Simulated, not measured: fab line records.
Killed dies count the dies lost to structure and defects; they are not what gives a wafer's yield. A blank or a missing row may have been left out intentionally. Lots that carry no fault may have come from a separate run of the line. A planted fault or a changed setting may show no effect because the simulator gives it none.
The tool behind it: which one? || flow gf180mcu || 18 wafers from 6 lots sampled at 4 of the route's 602 steps

== WHAT THE GAUGES SHOWED, per wafer ==
GF_V4_THK_MEAS_01.
{"lot": "L693", "measured": "day 23 16:32", "on": "film-metro-02", "V4_CVD_00_THK (nm)": "596 598 599"}
{"lot": "L700", "measured": "day 26 02:13", "on": "film-metro-03", "V4_CVD_00_THK (nm)": "603 607 606"}
{"lot": "L702", "measured": "day 26 18:36", "on": "film-metro-04", "V4_CVD_00_THK (nm)": "609 311 608"}
{"lot": "L710", "measured": "day 29 06:41", "on": "film-metro-04", "V4_CVD_00_THK (nm)": "607 601 597"}
{"lot": "L712", "measured": "day 29 22:50", "on": "film-metro-03", "V4_CVD_00_THK (nm)": "598 609 592"}
{"lot": "L715", "measured": "day 30 10:52", "on": "film-metro-04", "V4_CVD_00_THK (nm)": "607 597 604"}

== WHAT TOOL EACH LOT RAN ON (gives the tool, then ch and the chambers of the sampled wafers, and finally the start) ==
{"lot": "L693", "GF_V3_ETCH_16": "rie-diel-02 ch 1,3, day 22 14:42", "GF_M4_SPUTTER_00": "pvd-sputter-04, day 22 16:04", "GF_V4_CVD_00": "hdpcvd-01 ch 0,1,2, day 23 16:26"}
{"lot": "L700", "GF_V3_ETCH_16": "rie-diel-02 ch 0,1, day 25 02:19", "GF_M4_SPUTTER_00": "pvd-sputter-01, day 25 03:43", "GF_V4_CVD_00": "hdpcvd-01 ch 0,1,2, day 26 02:08"}
{"lot": "L702", "GF_V3_ETCH_16": "rie-diel-04 ch 0,2,3, day 25 19:46", "GF_M4_SPUTTER_00": "pvd-sputter-01, day 25 21:07", "GF_V4_CVD_00": "hdpcvd-02 ch 0,2, day 26 18:32"}
{"lot": "L710", "GF_V3_ETCH_16": "rie-diel-04 ch 0,1,3, day 28 09:48", "GF_M4_SPUTTER_00": "pvd-sputter-01, day 28 11:10", "GF_V4_CVD_00": "hdpcvd-01 ch 0,1,2, day 29 06:37"}
{"lot": "L712", "GF_V3_ETCH_16": "rie-diel-04 ch 0,1,3, day 29 01:54", "GF_M4_SPUTTER_00": "pvd-sputter-04, day 29 03:16", "GF_V4_CVD_00": "hdpcvd-02 ch 0,1, day 29 22:43"}
{"lot": "L715", "GF_V3_ETCH_16": "rie-diel-04 ch 0,1,2, day 29 15:04", "GF_M4_SPUTTER_00": "pvd-sputter-04, day 29 16:25", "GF_V4_CVD_00": "hdpcvd-02 ch 0,1, day 30 10:46"}
- GF_V3_ETCH_16: etches BARC in N2/H2.
- GF_M4_SPUTTER_00: material Ti, target thk 37.5 nm, time 150 s.
- GF_V4_CVD_00: deposits SiO2, target thk 600 nm, time 100 s.

== THE ANSWER, worked out from the rows above alone ==
Rule: usual is defined by the lots themselves. The widest of any qualifying gaps counts: lots, ordered by their means at a reading, are off when they make up no more than a third of the lots, leave a main group of 4 or more, and stand apart from it by 3 or more times the standard deviation of that group's means. If all means in a main group match to the digits the tables above print for the reading, that group is not used. A lot without any number at a reading at which 4 lots or more have one is off too. The other lots that the step has rows for count as sound.
Off: L702, seen at GF_V4_THK_MEAS_01 (V4_CVD_00_THK). Main group: mean 601 nm, sd 2.6.
If a tool, at a process step before that reading, ran all the lots that are off and no sound lot after the first of them, it fits. The gauges at GF_V4_THK_MEAS_01 are tried like those tools. Not one of the candidates tried fits.

== WHAT THE SIMULATOR HAD PUT IN ==
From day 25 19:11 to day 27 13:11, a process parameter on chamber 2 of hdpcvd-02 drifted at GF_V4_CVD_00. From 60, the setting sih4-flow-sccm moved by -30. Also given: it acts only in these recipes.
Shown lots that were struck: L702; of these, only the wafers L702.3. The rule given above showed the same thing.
